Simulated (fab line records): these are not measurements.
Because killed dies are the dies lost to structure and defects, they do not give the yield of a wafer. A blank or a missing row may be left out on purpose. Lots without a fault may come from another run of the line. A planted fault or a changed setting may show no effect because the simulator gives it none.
Lot-split experiment :: flow sfqLine :: 23 wafers read across 5 lots, on a route 325 steps long

THE SPLIT ITSELF
At SFQ_TRILAYER_M2_DEP_SPUTTER_055 (material Nb, target thk 200 nm, time 133.3 s), the setting timeS was moved away from the recipe's 133.3 s on 8 of the 23 wafers read, by -5.6% to +9.0%. All remaining wafers had this setting at the recipe value.

FROM THE SPLIT TO THE READING: what the file shows between them, 5 steps
- SFQ_M2_RS_MEAS_914: measures by four-point-probe
- SFQ_TRILAYER_M2_LITHO_EXPOSE_058: exposes mask M2, target cd 500 nm (also split here: doseMj)
- SFQ_TRILAYER_M2_LITHO_PEB_060: peb time 60 s
- SFQ_TRILAYER_M2_LITHO_DEVELOP_059: time 60 s
- SFQ_TRILAYER_M2_BARC_OPEN_METAL_ETCH_077: etches BARC in O2, target depth 125 nm, time 41.7 s

THE READING
oesProductAu, in a.u., at SFQ_TRILAYER_M2_ETCH_METAL_ETCH_060 (etches Nb in Cl2/Ar, stops on SiO2, target depth 240 nm, time 120 s). On this fab line, fault-free wafers typically give 0.899 a.u. with a standard deviation of 0.0077 a.u.

wafer: L075.1
tool, chamber at the split: pvdSputter-04, -
timeS as run, s: 133.3
against the recipe: recipe
oesProductAu, a.u.: 0.906
against lot-mates on the recipe: -

wafer: L075.3
tool, chamber at the split: pvdSputter-04, -
timeS as run, s: 133.3
against the recipe: recipe
oesProductAu, a.u.: 0.898
against lot-mates on the recipe: -

wafer: L075.4
tool, chamber at the split: pvdSputter-04, -
timeS as run, s: 133.3
against the recipe: recipe
oesProductAu, a.u.: 0.875
against lot-mates on the recipe: -

wafer: L075.5
tool, chamber at the split: pvdSputter-04, -
timeS as run, s: 133.3
against the recipe: recipe
oesProductAu, a.u.: 0.908
against lot-mates on the recipe: -

wafer: L075.6
tool, chamber at the split: pvdSputter-04, -
timeS as run, s: 133.3
against the recipe: recipe
oesProductAu, a.u.: 0.898
against lot-mates on the recipe: -

wafer: L076.1
tool, chamber at the split: pvdSputter-06, -
timeS as run, s: 133.3
against the recipe: recipe
oesProductAu, a.u.: 0.893
against lot-mates on the recipe: -

wafer: L076.2
tool, chamber at the split: pvdSputter-06, -
timeS as run, s: 125.8
against the recipe: -5.6%
oesProductAu, a.u.: 0.861
against lot-mates on the recipe: -0.031

wafer: L076.3
tool, chamber at the split: pvdSputter-06, -
timeS as run, s: 133.3
against the recipe: recipe
oesProductAu, a.u.: 0.886
against lot-mates on the recipe: -

wafer: L076.5
tool, chamber at the split: pvdSputter-06, -
timeS as run, s: 125.8
against the recipe: -5.6%
oesProductAu, a.u.: 0.859
against lot-mates on the recipe: -0.033

wafer: L076.6
tool, chamber at the split: pvdSputter-06, -
timeS as run, s: 133.3
against the recipe: recipe
oesProductAu, a.u.: 0.898
against lot-mates on the recipe: -

wafer: L077.1
tool, chamber at the split: pvdSputter-05, -
timeS as run, s: 133.3
against the recipe: recipe
oesProductAu, a.u.: 0.909
against lot-mates on the recipe: -

wafer: L077.2
tool, chamber at the split: pvdSputter-05, -
timeS as run, s: 139.8
against the recipe: +4.9%
oesProductAu, a.u.: 0.922
against lot-mates on the recipe: +0.021

wafer: L077.3
tool, chamber at the split: pvdSputter-05, -
timeS as run, s: 139.8
against the recipe: +4.9%
oesProductAu, a.u.: 0.931
against lot-mates on the recipe: +0.030

wafer: L077.4
tool, chamber at the split: pvdSputter-05, -
timeS as run, s: 139.8
against the recipe: +4.9%
oesProductAu, a.u.: 0.919
against lot-mates on the recipe: +0.018

wafer: L077.6
tool, chamber at the split: pvdSputter-05, -
timeS as run, s: 133.3
against the recipe: recipe
oesProductAu, a.u.: 0.894
against lot-mates on the recipe: -

wafer: L080.1
tool, chamber at the split: pvdSputter-05, -
timeS as run, s: 145.3
against the recipe: +9.0%
oesProductAu, a.u.: 0.943
against lot-mates on the recipe: +0.047

wafer: L080.2
tool, chamber at the split: pvdSputter-05, -
timeS as run, s: 133.3
against the recipe: recipe
oesProductAu, a.u.: 0.897
against lot-mates on the recipe: -

wafer: L080.3
tool, chamber at the split: pvdSputter-05, -
timeS as run, s: 133.3
against the recipe: recipe
oesProductAu, a.u.: 0.895
against lot-mates on the recipe: -

wafer: L080.5
tool, chamber at the split: pvdSputter-05, -
timeS as run, s: 145.3
against the recipe: +9.0%
oesProductAu, a.u.: 0.943
against lot-mates on the recipe: +0.047

wafer: L080.6
tool, chamber at the split: pvdSputter-05, -
timeS as run, s: 145.3
against the recipe: +9.0%
oesProductAu, a.u.: 0.945
against lot-mates on the recipe: +0.049

wafer: L082.3
tool, chamber at the split: pvdSputter-05, -
timeS as run, s: 133.3
against the recipe: recipe
oesProductAu, a.u.: 0.895
against lot-mates on the recipe: -

wafer: L082.5
tool, chamber at the split: pvdSputter-05, -
timeS as run, s: 133.3
against the recipe: recipe
oesProductAu, a.u.: 0.909
against lot-mates on the recipe: -

wafer: L082.6
tool, chamber at the split: pvdSputter-05, -
timeS as run, s: 133.3
against the recipe: recipe
oesProductAu, a.u.: 0.899
against lot-mates on the recipe: -

THE FIT
A straight line over all 23 wafers: oesProductAu changes by +0.00554 a.u. for each +1% of timeS; r = +0.94; the points scatter about the line by 0.0079 a.u.
The same after taking each lot's own level away (the mean of its wafers on the recipe; 23 wafers): +0.00529 a.u. for each +1%; r = +0.95; scatter 0.0072 a.u.
That fit puts the effect of the largest move of timeS on the reading at 0.048 a.u.
The lots' own levels span 0.8923 to 0.9015 a.u., that is 1.2 times the standard deviation above.
The two slopes agree, so the slope changes little with the lot-to-lot level.
Check: with one of the wafers moved furthest among these (+9.0%) left out of the fit, the line predicts +0.047 a.u. for it against its lot-mates. Against them it came out at +0.047 a.u.

THE OTHER SPLITS THESE WAFERS WENT THROUGH
These wafers also went through other splits before the reading. Each is held against what the fit with the lots' levels taken away leaves over:
other split on the same wafers: SFQ_TRILAYER_I1_VIA_LITHO_EXPOSE_050 doseMj
wafers away from the commonest value: 8
r with oesProductAu (lot level and that fit taken away): +0.27

other split on the same wafers: SFQ_TRILAYER_M2_LITHO_EXPOSE_058 doseMj
wafers away from the commonest value: 8
r with oesProductAu (lot level and that fit taken away): -0.15

THE WHOLE CHAIN: every reading that the file lists as answering this split, in the file's order
step: SFQ_TRILAYER_M2_DEP_SPUTTER_055
what it does: material Nb, target thk 200 nm, time 133.3 s
reading: Nb_of_TRILAYER_M2_DEP_SPUTTER_055.thkNm (the simulator's own value, which no gauge read)
change (the file's fit): +2.03 nm for each +1% of the setting
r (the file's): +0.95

step: SFQ_M2_RS_MEAS_914
what it does: measures by four-point-probe
reading: M2_NB_RS
change (the file's fit): -0.00865 for each +1% of the setting
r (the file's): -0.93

step: SFQ_TRILAYER_M2_ETCH_METAL_ETCH_060
what it does: etches Nb in Cl2/Ar, stops on SiO2, target depth 240 nm, time 120 s
reading: oesProductAu
change (the file's fit): +0.00527 a.u. for each +1% of the setting
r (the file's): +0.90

FILE'S OWN FIT
oesProductAu changes by +0.00527 a.u. for each +1% of timeS, r = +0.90.
